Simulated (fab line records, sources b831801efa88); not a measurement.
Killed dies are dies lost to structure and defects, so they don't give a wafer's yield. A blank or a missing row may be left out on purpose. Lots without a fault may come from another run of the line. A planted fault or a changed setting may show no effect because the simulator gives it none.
A struck lot beside a sound one | flow sky130 | 33 steps out of a route of 708
Sound: wafers L289.1, L289.2, L289.6. Struck: wafers L297.4, L297.5, L297.6. The cause comes at the end.
At each step with rows: each side's tool, then ch and its chambers, then its first start. Under that, the readings that differ: sound wafers | struck wafers | difference of the means | sigmas: that difference in standard deviations of wafers without a fault.
alike: readings whose means differ by less than 2 such deviations, and words and numbers that are the same on both sides. not compared: withheld readings, readings that some wafer has no value for, bounds like >300 that may hide the same value, and numbers for which the record gives no deviation and whose values overlap.
The two part at a step that has a row with sigmas, a row that says differs or no value, or rows on one side only. Numbers that don't overlap but have no deviation are shown without sigmas and don't part them. A reading that every wafer of one side lacks parts them only if that side has two wafers or more.

first, 3 steps without rows for these wafers: SKY_VT_ADJUST_HVTR_EXPOSE_04 (exposes mask HVTRM, target cd 380 nm); SKY_VT_ADJUST_HVTR_PEB_05; SKY_VT_ADJUST_HVTR_DEVELOP_06 (develop time 60 s).
SKY_VT_ADJUST_HVTR_CD_MEAS_07: target cd 380 nm.
  sound on cd_sem-01, day 9 13:13; struck on cd_sem-01, day 12 04:04
  alike: cd_nm
SKY_VT_ADJUST_HVTR_OVL_MEAS_08:
  sound on overlay-02, day 9 13:20; struck on overlay-01, day 12 04:09
  alike: VT_ADJUST_HVTR_OVL
then, 1 step without rows for these wafers: SKY_VT_ADJUST_HVTR_IMPLANT_09.
SKY_VT_ADJUST_HVTR_STRIP_10: strips in O2/N2.
  sound on plasma_asher-02 ch 0,1, day 9 13:31; struck on plasma_asher-03 ch 0,1, day 12 04:21
  alike: drypump_motor_current_A, oes_product_au, strip_time_to_endpoint_s
  not compared: rf_hours_counter_h
SKY_VT_ADJUST_HVTR_TW_MEAS_11:
  sound on film_metro-01, day 9 13:37; struck on film_metro-04, day 12 04:26
  alike: VT_ADJUST_HVTR_TW
then, 4 steps without rows for these wafers: SKY_VT_ADJUST_PCH_DEHYDRATE_00 (time 60 s); SKY_VT_ADJUST_PCH_HMDS_01 (prime time 60 s); SKY_VT_ADJUST_PCH_COAT_02 (resist thk 3000 nm); SKY_VT_ADJUST_PCH_SOFTBAKE_03.
SKY_VT_ADJUST_PCH_EXPOSE_04: exposes mask NWM, target cd 840 nm.
  sound on iline_stepper-02 ch 0, day 10 01:26; struck on iline_stepper-01 ch 0, day 12 17:13
  reading | sound             | struck               | difference | sigmas
  mask    | NWM#0 NWM#0 NWM#0 | TUNM#0 TUNM#0 TUNM#0 | differs    |
  alike: exposure_dose_mJ_cm2
then, 2 steps without rows for these wafers: SKY_VT_ADJUST_PCH_PEB_05; SKY_VT_ADJUST_PCH_DEVELOP_06 (develop time 60 s).
SKY_VT_ADJUST_PCH_OVL_MEAS_07:
  sound on overlay-01, day 10 12:47; struck on overlay-02, day 13 05:34
  reading                | sound         | struck | difference                    | sigmas
  VT_ADJUST_PCH_OVL (nm) | -0.6 2.1 -0.4 | - - -  | no value on the struck wafers |
then, 1 step without rows for these wafers: SKY_VT_ADJUST_PCH_IMPLANT_08.
SKY_VT_ADJUST_PCH_STRIP_09: strips in O2/N2.
  sound on plasma_asher-03 ch 0,1, day 10 12:58; struck on plasma_asher-03 ch 0,1, day 13 05:46
  alike: drypump_motor_current_A, oes_product_au, strip_time_to_endpoint_s
  not compared: rf_hours_counter_h
SKY_VT_ADJUST_PCH_TW_MEAS_10:
  sound on film_metro-02, day 10 13:04; struck on film_metro-02, day 13 05:51
  reading          | sound             | struck         | difference | sigmas
  VT_ADJUST_PCH_TW | 141.5 141.5 141.9 | 29.9 30.0 29.9 | -111.7     | -93
then, 7 steps without rows for these wafers: SKY_SONOS_TUNNEL_DEHYDRATE_00 (time 60 s); SKY_SONOS_TUNNEL_HMDS_01 (prime time 60 s); SKY_SONOS_TUNNEL_COAT_02 (resist thk 1140 nm); SKY_SONOS_TUNNEL_SOFTBAKE_03 (time 60 s); SKY_SONOS_TUNNEL_EXPOSE_04 (exposes mask TUNM, target cd 410 nm); SKY_SONOS_TUNNEL_PEB_05; SKY_SONOS_TUNNEL_DEVELOP_06 (develop time 60 s).
SKY_SONOS_TUNNEL_CD_MEAS_07: target cd 410 nm.
  sound on cd_sem-01, day 11 12:19; struck on cd_sem-02, day 14 06:51
  alike: cd_nm
SKY_SONOS_TUNNEL_OVL_MEAS_08:
  sound on overlay-02, day 11 12:26; struck on overlay-01, day 14 06:56
  alike: SONOS_TUNNEL_OVL
then, 3 steps without rows for these wafers: SKY_SONOS_TUNNEL_IMPLANT_09; SKY_SONOS_TUNNEL_WET_ETCH_10 (etches SiO2 in dHF, target depth 14 nm, time 280 s); SKY_SONOS_TUNNEL_STRIP_11 (strips in SPM, time 600 s).
SKY_SONOS_TUNNEL_TW_MEAS_12:
  sound on film_metro-03, day 11 12:59; struck on film_metro-01, day 14 07:23
  reading         | sound             | struck            | difference | sigmas
  SONOS_TUNNEL_TW | 198.6 198.2 198.0 | 213.9 213.9 214.0 | +15.7      | +20
then, 1 step without rows for these wafers: SKY_SONOS_TUNNEL_CLEAN_13 (cleans in dHF, time 20 s).

WHERE THEY PART
First at SKY_VT_ADJUST_PCH_EXPOSE_04; last, within this record, at SKY_SONOS_TUNNEL_TW_MEAS_12.

WHY: what the simulator had put in
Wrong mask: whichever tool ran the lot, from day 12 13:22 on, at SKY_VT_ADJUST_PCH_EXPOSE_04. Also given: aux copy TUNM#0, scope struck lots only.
